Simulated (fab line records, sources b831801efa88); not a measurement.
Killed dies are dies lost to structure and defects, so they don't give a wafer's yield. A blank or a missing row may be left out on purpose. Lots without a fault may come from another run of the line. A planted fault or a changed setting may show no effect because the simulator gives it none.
fab line records | flow gf180mcu | part 1 of 2: steps 1 to 28 of 38
record lots=5 wafers=15 last_day=33
route steps=602 shown SAB@275 SALICIDE@278 CONTACT@287
lots that met no fault: from a run of the same line without faults
start_h: hours from the record's first day to the start of the lot's first wafer shown | wait_h: hours since the lot's step before | " the same as in the row above | L1.1+2: a row that stands for several wafers | - no value, or no start given | * or withheld: withheld | < > ~ a bound
route shown NAME@n: a module of which the file shows steps, and the number in the route of the first | usual: mean/standard deviation of fault-free wafers | same: alike in all rows | chamber/n: place in a boat | sites: the reading at each site | _std_site: their standard deviation | _edge_site: outer sites' mean less inner sites' | radius_mm: how far each site lies from the wafer's centre | mask NAME#n: copy n | behind: the tool/chamber that last shaped the wafer | hold: why the lot was held/for how many hours/how that ended | device: the transistor (n, p or np) that didn't switch | end of line: the same wafers' tests at the end of the route | a step without rows: its recipe alone | killed: dies lost to structure and defects at the first sort, not the wafer's yield | map: a wafer's dies, x killed, . not, _ none there
set.NAME: the setting as run; set.NAME@STEP: as run at that earlier step | model.NAME: the simulator's own value behind a step, which no gauge read
lots at some steps of the route; a table a step, a row a wafer
services: from which hour (start_h, from the record's first day; less than 0 if before it) a tool's chamber was out of use, for how many hours, and why
## steps
# step GF_SAB_ETCH_11
# recipe chemistry=C4F8/O2/Ar mask_material=NOVOLAK target=SiO2 target_depth_nm=55 source_w=1500 bias_w=1200 pressure_mtorr=40 c4f8_flow_sccm=withheld O2_flow_sccm=6 Ar_flow_sccm=300 time_s=8.5
# usual chamber_pressure_mTorr=40.00/0.035 oes_product_au=1.002/0.012
# columns lot.wafer tool chamber start_h wait_h chamber_pressure_mTorr oes_product_au rf_hours_counter_h
L075.3 rie_diel-02 2 354.13 0.0 39.98 1.001 34
L075.4 " 1 " " 39.98 0.991 4
L075.5 " 0 " " 39.94 1.001 -
L076.2 rie_diel-03 0 363.87 0.0 40.04 1.019 59
L076.4 " 3 " " 40.03 1.036 74
L076.5 " 2 " " 39.99 1.030 -
L078.3 rie_diel-01 1 384.52 0.0 40.01 1.002 32
L078.4 " 3 " " 39.96 1.016 -
L078.6 " 1 " " 40.04 0.998 -
L082.3 rie_diel-02 2 425.92 0.0 40.01 0.991 37
L082.4 " 1 " " 39.96 1.003 6
L082.5 " 0 " " 39.99 0.982 -
L089.1 rie_diel-03 1 484.07 0.0 40.05 1.002 24
L089.3 " 0 " " 39.97 1.013 62
L089.4 " 0 " " 40.03 1.012 -
# step GF_SAB_WET_ETCH_12
# recipe chemistry=dHF target_depth_nm=22 dry=n2_spin target=SiO2 temp_c=25 dilution=100:1 time_s=440
# usual bath_heat_duty_pct=6.1/0.65
# columns lot.wafer tool chamber start_h wait_h bath_heat_duty_pct
L075.3 wet_bench-02 3 354.15 0.0 5.7
L075.4 " 3 " " 6.5
L075.5 " 3 " " 6.0
L076.2 wet_bench-02 3 363.89 0.0 6.1
L076.4 " 3 " " 6.4
L076.5 " 3 " " 5.6
L078.3 wet_bench-03 3 384.54 0.0 6.1
L078.4 " 3 " " 6.4
L078.6 " 3 " " 6.2
L082.3 wet_bench-02 3 425.94 0.0 6.2
L082.4 " 3 " " 6.1
L082.5 " 3 " " 5.3
L089.1 wet_bench-02 3 484.09 0.0 5.6
L089.3 " 3 " " 6.3
L089.4 " 3 " " 5.6
# step GF_SAB_STRIP_13
# recipe chemistry=O2/N2 power_w=1400 pressure_mtorr=1500 platen_temp_c=250 o2_flow_sccm=3000 n2_flow_sccm=300 overash_fraction=0.5
# usual chamber_pressure_mTorr=1499.9/1.4 drypump_motor_current_A=6.0/0.42 heater_power_w=344/20 oes_product_au=0.710/0.0042 strip_time_to_endpoint_s=12.60/0.031
# columns lot.wafer tool chamber start_h wait_h chamber_pressure_mTorr drypump_motor_current_A heater_power_w oes_product_au rf_hours_counter_h strip_time_to_endpoint_s
L075.3 plasma_asher-04 1 354.31 0.0 1500.3 6.2 339 0.708 - 12.55
L075.4 " 0 " " 1499.8 5.7 363 0.712 - 12.54
L075.5 " 0 " " 1503.0 5.8 349 0.707 - 12.56
L076.2 plasma_asher-04 0 364.02 0.0 1500.6 5.7 358 0.707 55 12.55
L076.4 " 1 " " 1499.6 6.3 321 0.714 - 12.62
L076.5 " 0 " " 1499.4 5.8 343 0.712 - 12.57
L078.3 plasma_asher-03 1 384.71 0.0 1502.0 5.7 370 0.702 - 12.60
L078.4 " 0 " " 1497.8 6.6 308 0.717 - 12.64
L078.6 " 1 " " 1499.1 5.7 365 0.707 - 12.55
L082.3 plasma_asher-04 1 426.11 0.0 1499.3 6.2 337 0.703 - 12.60
L082.4 " 0 " " 1500.8 5.7 358 0.707 - 12.63
L082.5 " 0 " " 1501.7 5.8 358 0.710 - 12.55
L089.1 plasma_asher-04 0 484.22 0.0 1501.2 5.7 361 0.718 69 12.63
L089.3 " 0 " " 1501.4 5.7 361 0.710 - 12.60
L089.4 " 1 " " 1499.9 6.3 330 0.711 - 12.57
# step GF_SALICIDE_CLEAN_00
# recipe chemistry=SC1/SC2 mix=1:4:20 temp_c=70 time_s=150
# usual bath_heat_duty_pct=13.2/1.1
# columns lot.wafer tool chamber start_h wait_h bath_heat_duty_pct
L075.3 wet_bench-01 3 354.38 0.0 12.0
L075.4 " 3 " " 11.7
L075.5 " 3 " " 11.5
L076.2 wet_bench-01 0 364.12 0.1 14.0
L076.4 " 0 " " 13.7
L076.5 " 0 " " 13.6
L078.3 wet_bench-01 0 384.77 0.0 14.8
L078.4 " 0 " " 14.7
L078.6 " 0 " " 15.4
L082.3 wet_bench-02 0 426.17 0.0 10.7
L082.4 " 0 " " 12.6
L082.5 " 0 " " 11.9
L089.1 wet_bench-01 2 484.32 0.1 14.7
L089.3 " 2 " " 13.1
L089.4 " 2 " " 13.5
# step GF_SALICIDE_WET_ETCH_01
# recipe chemistry=dHF target_depth_nm=5 dry=ipa_marangoni target=SiO2 temp_c=25 dilution=100:1 time_s=100
# usual bath_heat_duty_pct=5.9/0.6
# columns lot.wafer tool chamber start_h wait_h bath_heat_duty_pct
L075.3 wet_bench-04 0 354.43 0.0 4.9
L075.4 " 0 " " 5.1
L075.5 " 0 " " 5.2
L076.2 wet_bench-04 1 364.17 0.0 5.8
L076.4 " 1 " " 6.6
L076.5 " 1 " " 7.3
L078.3 wet_bench-02 3 384.82 0.0 6.4
L078.4 " 3 " " 6.2
L078.6 " 3 " " 5.1
L082.3 wet_bench-01 2 426.22 0.0 6.3
L082.4 " 2 " " 6.5
L082.5 " 2 " " 6.4
L089.1 wet_bench-02 0 484.38 0.0 5.1
L089.3 " 0 " " 5.2
L089.4 " 0 " " 5.3
# step GF_SALICIDE_SPUTTER_02
# recipe material=Co target_thk_nm=10 power_w=1000 time_s=20 chamber_pressure_pa=0.4
# usual throttle_valve_pct=30.3/1.4
# columns lot.wafer tool chamber start_h wait_h throttle_valve_pct
L075.3 pvd_sputter-03 - 354.47 0.0 30.1
L075.4 " - " " 31.6
L075.5 " - " " 31.9
L076.2 pvd_sputter-01 - 364.22 0.0 30.6
L076.4 " - " " 29.9
L076.5 " - " " 29.9
L078.3 pvd_sputter-01 - 384.86 0.0 30.1
L078.4 " - " " 30.6
L078.6 " - " " 27.9
L082.3 pvd_sputter-01 - 426.26 0.0 32.3
L082.4 " - " " 28.0
L082.5 " - " " 30.4
L089.1 pvd_sputter-01 - 484.41 0.0 28.0
L089.3 " - " " 32.0
L089.4 " - " " 30.3
# step GF_SALICIDE_SPUTTER_03
# recipe material=TiN target_thk_nm=20 power_w=6500 time_s=16.7 chamber_pressure_pa=0.4
# usual throttle_valve_pct=30.3/1.4
# columns lot.wafer tool chamber start_h wait_h throttle_valve_pct
L075.3 pvd_sputter-03 - 354.50 0.0 30.1
L075.4 " - " " 31.9
L075.5 " - " " 31.9
L076.2 pvd_sputter-01 - 364.25 0.0 30.4
L076.4 " - " " 30.0
L076.5 " - " " 30.1
L078.3 pvd_sputter-01 - 384.89 0.0 29.9
L078.4 " - " " 30.3
L078.6 " - " " 28.2
L082.3 pvd_sputter-01 - 426.29 0.0 32.0
L082.4 " - " " 28.4
L082.5 " - " " 30.1
L089.1 pvd_sputter-01 - 484.44 0.0 28.1
L089.3 " - " " 31.8
L089.4 " - " " 30.6
# step GF_SALICIDE_RS_MEAS_04
# recipe thk_meas_gauge=four-point-probe reads=TiN_of_SALICIDE_SPUTTER_03+Co_of_SALICIDE_SPUTTER_02
# usual SALICIDE_TIN_RS=16.3/0.36
# columns lot.wafer tool chamber start_h wait_h SALICIDE_TIN_RS[ohm/sq]
L075.3 film_metro-01 - 354.56 0.1 15.9
L075.4 " - " " 16.0
L075.5 " - " " 16.1
L076.2 film_metro-04 - 364.29 0.0 17.3
L076.4 " - " " 16.4
L076.5 " - " " 16.1
L078.3 film_metro-01 - 384.95 0.1 15.9
L078.4 " - " " 17.1
L078.6 " - " " 16.6
L082.3 film_metro-02 - 426.36 0.1 15.9
L082.4 " - " " 16.6
L082.5 " - " " 16.0
L089.1 film_metro-04 - 484.47 0.0 16.5
L089.3 " - " " 16.0
L089.4 " - " " 16.7
# step GF_SALICIDE_THK_MEAS_05
# recipe thk_meas_gauge=xrf reads=TiN_of_SALICIDE_SPUTTER_03
# usual SALICIDE_TIN_THK=19.6/0.32
# columns lot.wafer tool chamber start_h wait_h SALICIDE_TIN_THK[nm]
L075.3 film_metro-01 - 354.66 0.1 20.2
L075.4 " - " " 20.1
L075.5 " - " " 20.0
L076.2 film_metro-04 - 364.40 0.1 19.5
L076.4 " - " " 19.7
L076.5 " - " " 19.7
L078.3 film_metro-01 - 385.05 0.1 19.6
L078.4 " - " " 19.5
L078.6 " - " " 19.7
L082.3 film_metro-02 - 426.46 0.1 19.8
L082.4 " - " " 19.9
L082.5 " - " " 20.1
L089.1 film_metro-04 - 484.59 0.1 19.7
L089.3 " - " " 19.4
L089.4 " - " " 19.7
# step GF_SALICIDE_RTA_06
# recipe temp_c=530 time_s=30 ambient=N2
# usual lamp_power_pct=6.63/0.21 wafer_temp_C_max=531.8/0.5
# columns lot.wafer tool chamber start_h wait_h lamp_power_pct wafer_temp_C_max
L075.3 rtp_anneal-02 0 354.74 0.1 6.80 531.9
L075.4 " 0 " " 6.79 532.1
L075.5 " 0 " " 6.79 531.4
L076.2 rtp_anneal-01 0 364.47 0.1 6.35 532.2
L076.4 " 0 " " 6.35 531.6
L076.5 " 0 " " 6.35 532.1
L078.3 rtp_anneal-02 0 385.13 0.1 6.79 531.7
L078.4 " 0 " " 6.79 531.3
L078.6 " 0 " " 6.80 531.0
L082.3 rtp_anneal-02 0 426.53 0.1 6.80 531.9
L082.4 " 0 " " 6.80 532.0
L082.5 " 0 " " 6.78 531.9
L089.1 rtp_anneal-02 0 484.65 0.1 6.80 531.8
L089.3 " 0 " " 6.80 531.2
L089.4 " 0 " " 6.81 531.5
# step GF_SALICIDE_WET_ETCH_07
# recipe chemistry=SPM target_depth_nm=120 dry=n2_spin
# columns lot.wafer tool chamber start_h wait_h
L075.3+4+5 wet_bench-02 0 354.80 0.1
L076.2+4+5 wet_bench-02 1 364.55 0.1
L078.3+4+6 wet_bench-02 0 385.19 0.1
L082.3+4+5 wet_bench-04 3 426.60 0.1
L089.1+3+4 wet_bench-04 1 484.75 0.1
# step GF_SALICIDE_RTA_08
# recipe temp_c=800 time_s=30 ambient=N2
# usual lamp_power_pct=18.3/0.61 wafer_temp_C_max=802.9/0.71
# columns lot.wafer tool chamber start_h wait_h lamp_power_pct wafer_temp_C_max
L075.3 rtp_anneal-01 0 354.93 0.0 17.7 803.3
L075.4 " 0 " " 17.6 803.5
L075.5 " 0 " " 17.6 802.9
L076.2 rtp_anneal-02 0 364.66 0.0 18.9 803.0
L076.4 " 0 " " 18.9 803.1
L076.5 " 0 " " 18.9 802.6
L078.3 rtp_anneal-01 0 385.32 0.0 17.7 802.3
L078.4 " 0 " " 17.7 802.8
L078.6 " 0 " " 17.6 803.0
L082.3 rtp_anneal-02 0 426.72 0.0 18.9 802.2
L082.4 " 0 " " 18.9 802.9
L082.5 " 0 " " 18.9 804.9
L089.1 rtp_anneal-01 0 484.85 0.0 17.6 802.7
L089.3 " 0 " " 17.6 803.4
L089.4 " 0 " " 17.7 803.8
# step GF_CONTACT_CVD_00
# recipe material=SiO2 target_thk_nm=300 sigma_open_frac=0.3 temp_c=400 time_s=50 sih4_flow_sccm=60 pressure_mtorr=6
# columns lot.wafer tool chamber start_h wait_h
L075.3+4+5 hdpcvd-01 1,1,0 355.00 0.1
L076.2+4+5 hdpcvd-01 2,1,0 364.74 0.1
L078.3+4+6 hdpcvd-01 2,0,0 385.50 0.2
L082.3+4+5 hdpcvd-02 2,2,0 426.79 0.1
L089.1+3+4 hdpcvd-01 0,1,0 484.95 0.1
# step GF_CONTACT_THK_MEAS_01
# recipe reads=SiO2_of_CONTACT_CVD_00
# usual CONTACT_CVD_00_THK=299.3/2.9
# columns lot.wafer tool chamber start_h wait_h CONTACT_CVD_00_THK[nm]
L075.3 film_metro-01 - 355.07 0.1 304.5
L075.4 " - " " 304.9
L075.5 " - " " 298.9
L076.2 film_metro-01 - 364.80 0.0 304.6
L076.4 " - " " 306.8
L076.5 " - " " 302.9
L078.3 film_metro-03 - 385.57 0.0 299.8
L078.4 " - " " 295.7
L078.6 " - " " 298.0
L082.3 film_metro-01 - 426.86 0.0 303.4
L082.4 " - " " 302.3
L082.5 " - " " 295.6
L089.1 film_metro-01 - 484.99 0.0 296.3
L089.3 " - " " 297.7
L089.4 " - " " 297.9
# step GF_CONTACT_CVD_02
# recipe material=SiO2 target_thk_nm=860 precursor=TEOS temp_c=400 time_s=95.992 rf_w=600
# usual heater_power_w=701/110
# columns lot.wafer tool chamber start_h wait_h heater_power_w since_wet_clean_h
L075.3 pecvd-04 1 355.11 0.0 653 597
L075.4 " 2 " " 790 -
L075.5 " 0 " " 624 -
L076.2 pecvd-02 1 364.85 0.0 753 190
L076.4 " 0 " " 624 -
L076.5 " 1 " " 810 -
L078.3 pecvd-01 0 385.61 0.0 806 419
L078.4 " 1 " " 509 -
L078.6 " 0 " " 673 -
L082.3 pecvd-01 2 426.90 0.0 860 461
L082.4 " 0 " " 812 -
L082.5 " 2 " " 924 -
L089.1 pecvd-01 1 485.05 0.1 598 519
L089.3 " 0 " " 764 519
L089.4 " 1 " " 632 -
# step GF_CONTACT_THK_MEAS_03
# recipe reads=SiO2_of_CONTACT_CVD_02
# usual CONTACT_CVD_02_THK=860/13
# columns lot.wafer tool chamber start_h wait_h CONTACT_CVD_02_THK[nm]
L075.3 film_metro-01 - 355.20 0.1 878
L075.4 " - " " 879
L075.5 " - " " 887
L076.2 film_metro-01 - 364.93 0.0 841
L076.4 " - " " 870
L076.5 " - " " 856
L078.3 film_metro-01 - 385.70 0.1 863
L078.4 " - " " 860
L078.6 " - " " 876
L082.3 film_metro-01 - 426.99 0.1 838
L082.4 " - " " 884
L082.5 " - " " 853
L089.1 film_metro-02 - 485.12 0.0 858
L089.3 " - " " 877
L089.4 " - " " 878
# step GF_CONTACT_CMP_04
# recipe material=SiO2 down_force_psi=4 platen_rpm=60 pad_velocity_m_s=0.94248
# usual motor_current_A=12.3/0.7 time_to_endpoint_s=111/6.8
# columns lot.wafer tool chamber start_h wait_h motor_current_A time_to_endpoint_s
L075.4 cmp-02 1 355.24 0.0 12.8 120
L075.3 " 2 " " 12.4 117
L075.5 " 1 " " 12.8 121
L076.2 cmp-02 0 364.98 0.0 11.6 101
L076.4 " 3 " " 12.8 126
L076.5 " 0 " " 11.2 106
L078.3 cmp-01 1 385.84 0.1 12.8 109
L078.4 " 2 " " 13.3 101
L078.6 " 0 " " 11.3 114
L082.4 cmp-01 3 427.03 0.0 12.2 119
L082.3 " 2 " " 12.1 97
L082.5 " 3 " " 12.7 109
L089.3 cmp-01 0 485.23 0.1 12.1 122
L089.1 " 1 " " 13.2 114
L089.4 " 2 " " 12.5 114
# step GF_CONTACT_BOW_MEAS_05
# recipe mode=bow
# usual CONTACT_BOW=66/7.9
# columns lot.wafer tool chamber start_h wait_h CONTACT_BOW[um]
L075.3 film_metro-03 - 355.58 0.2 60
L075.4 " - " " 70
L075.5 " - " " 71
L076.2 film_metro-01 - 365.30 0.3 53
L076.4 " - " " 52
L076.5 " - " " 71
L078.3 film_metro-03 - 386.08 0.2 81
L078.4 " - " " 66
L078.6 " - " " 70
L082.3 film_metro-01 - 427.37 0.1 52
L082.4 " - " " 68
L082.5 " - " " 67
L089.1 film_metro-02 - 485.48 0.1 68
L089.3 " - " " 55
L089.4 " - " " 97
# step GF_CONTACT_DEHYDRATE_06
# recipe temp_c=200 time_s=60
# columns lot.wafer tool chamber start_h wait_h
L075.3+4+5 litho_track-02 0 366.92 11.3
L076.2+4+5 litho_track-02 0 375.54 10.2
L078.3+4+6 litho_track-03 0 397.52 11.4
L082.3+4+5 litho_track-01 0 439.47 12.1
L089.1+3+4 litho_track-01 0 497.17 11.7
# step GF_CONTACT_HMDS_07
# recipe prime_time_s=60 prime_temp_c=120
# columns lot.wafer tool chamber start_h wait_h
L075.3+4+5 litho_track-02 0 367.07 0.1
L076.2+4+5 litho_track-02 0 375.69 0.1
L078.3+4+6 litho_track-03 0 397.67 0.1
L082.3+4+5 litho_track-01 0 439.62 0.1
L089.1+3+4 litho_track-01 0 497.32 0.1
# step GF_CONTACT_COAT_08
# recipe resist=BARC temp_c=withheld time_s=withheld spin_rpm=withheld resist_thk_nm=withheld
# columns lot.wafer tool chamber start_h wait_h
L075.3+4+5 litho_track-02 0 367.22 0.1
L076.2+4+5 litho_track-02 0 375.84 0.1
L078.3+4+6 litho_track-03 0 397.82 0.1
L082.3+4+5 litho_track-01 0 439.77 0.1
L089.1+3+4 litho_track-01 0 497.47 0.1
# step GF_CONTACT_COAT_09
# recipe resist=KrF spin_rpm=withheld resist_thk_nm=1000
# columns lot.wafer tool chamber start_h wait_h
L075.3+4+5 litho_track-02 0 - -
L076.2+4+5 litho_track-02 0 - -
L078.3+4+6 litho_track-03 0 - -
L082.3+4+5 litho_track-01 0 - -
L089.1+3+4 litho_track-01 0 - -
# step GF_CONTACT_SOFTBAKE_10
# recipe temp_c=130 time_s=60 resist=KrF
# columns lot.wafer tool chamber start_h wait_h
L075.3+4+5 litho_track-02 0 - -
L076.2+4+5 litho_track-02 0 - -
L078.3+4+6 litho_track-03 0 - -
L082.3+4+5 litho_track-01 0 - -
L089.1+3+4 litho_track-01 0 - -
# step GF_CONTACT_EXPOSE_11
# recipe mask_id=Contact target_cd_nm=220 na=0.68 source_shape=conventional sigma_outer=0.6 dose_mj=38
# columns lot.wafer tool chamber start_h wait_h mask
L075.3+4+5 krf_scanner-01 0 - - Contact#0
L076.2+4+5 krf_scanner-02 0 - - Contact#0
L078.3+4+6 krf_scanner-01 0 - - Contact#0
L082.3+4+5 krf_scanner-01 0 - - Contact#0
L089.1+3+4 krf_scanner-01 0 - - Contact#0
# step GF_CONTACT_PEB_12
# recipe peb_temp_c=135 peb_time_s=90 resist=KrF
# columns lot.wafer tool chamber start_h wait_h
L075.3+4+5 litho_track-03 0 - -
L076.2+4+5 litho_track-03 0 - -
L078.3+4+6 litho_track-03 0 - -
L082.3+4+5 litho_track-01 0 - -
L089.1+3+4 litho_track-02 0 - -
# step GF_CONTACT_DEVELOP_13
# recipe develop_time_s=60 resist=KrF dev_temp_c=21
# columns lot.wafer tool chamber start_h wait_h
L075.3+4+5 litho_track-03 0 378.62 0.1
L076.2+4+5 litho_track-03 0 387.60 0.2
L078.3+4+6 litho_track-03 0 409.22 0.1
L082.3+4+5 litho_track-01 0 452.07 0.1
L089.1+3+4 litho_track-02 0 509.71 0.2
# step GF_CONTACT_CD_MEAS_14
# recipe target_cd_nm=220
# usual cd_nm=220.1/1.4
# columns lot.wafer tool chamber start_h wait_h cd_nm
L075.3 cd_sem-01 - 378.76 0.1 221.5
L075.4 " - " " 219.9
L075.5 " - " " 220.5
L076.2 cd_sem-01 - 387.74 0.1 219.3
L076.4 " - " " 218.2
L076.5 " - " " 218.3
L078.3 cd_sem-02 - 409.36 0.1 221.5
L078.4 " - " " 222.6
L078.6 " - " " 219.6
L082.3 cd_sem-02 - 452.21 0.1 219.5
L082.4 " - " " 219.1
L082.5 " - " " 218.3
L089.1 cd_sem-01 - 509.86 0.1 219.8
L089.3 " - " " 219.8
L089.4 " - " " 219.5
# step GF_CONTACT_OVL_MEAS_15
# usual CONTACT_OVL=-1/4.8
# columns lot.wafer tool chamber start_h wait_h CONTACT_OVL[nm]
L075.3 overlay-01 - 378.85 0.1 -4
L075.4 " - " " -10
L075.5 " - " " -6
L076.2 overlay-02 - 387.85 0.1 -5
L076.4 " - " " -6
L076.5 " - " " -8
L078.3 overlay-01 - 409.45 0.1 -5
L078.4 " - " " 0
L078.6 " - " " -7
L082.3 overlay-01 - 452.30 0.1 -4
L082.4 " - " " -2
L082.5 " - " " -3
L089.1 overlay-02 - 509.98 0.1 9
L089.3 " - " " -5
L089.4 " - " " 2
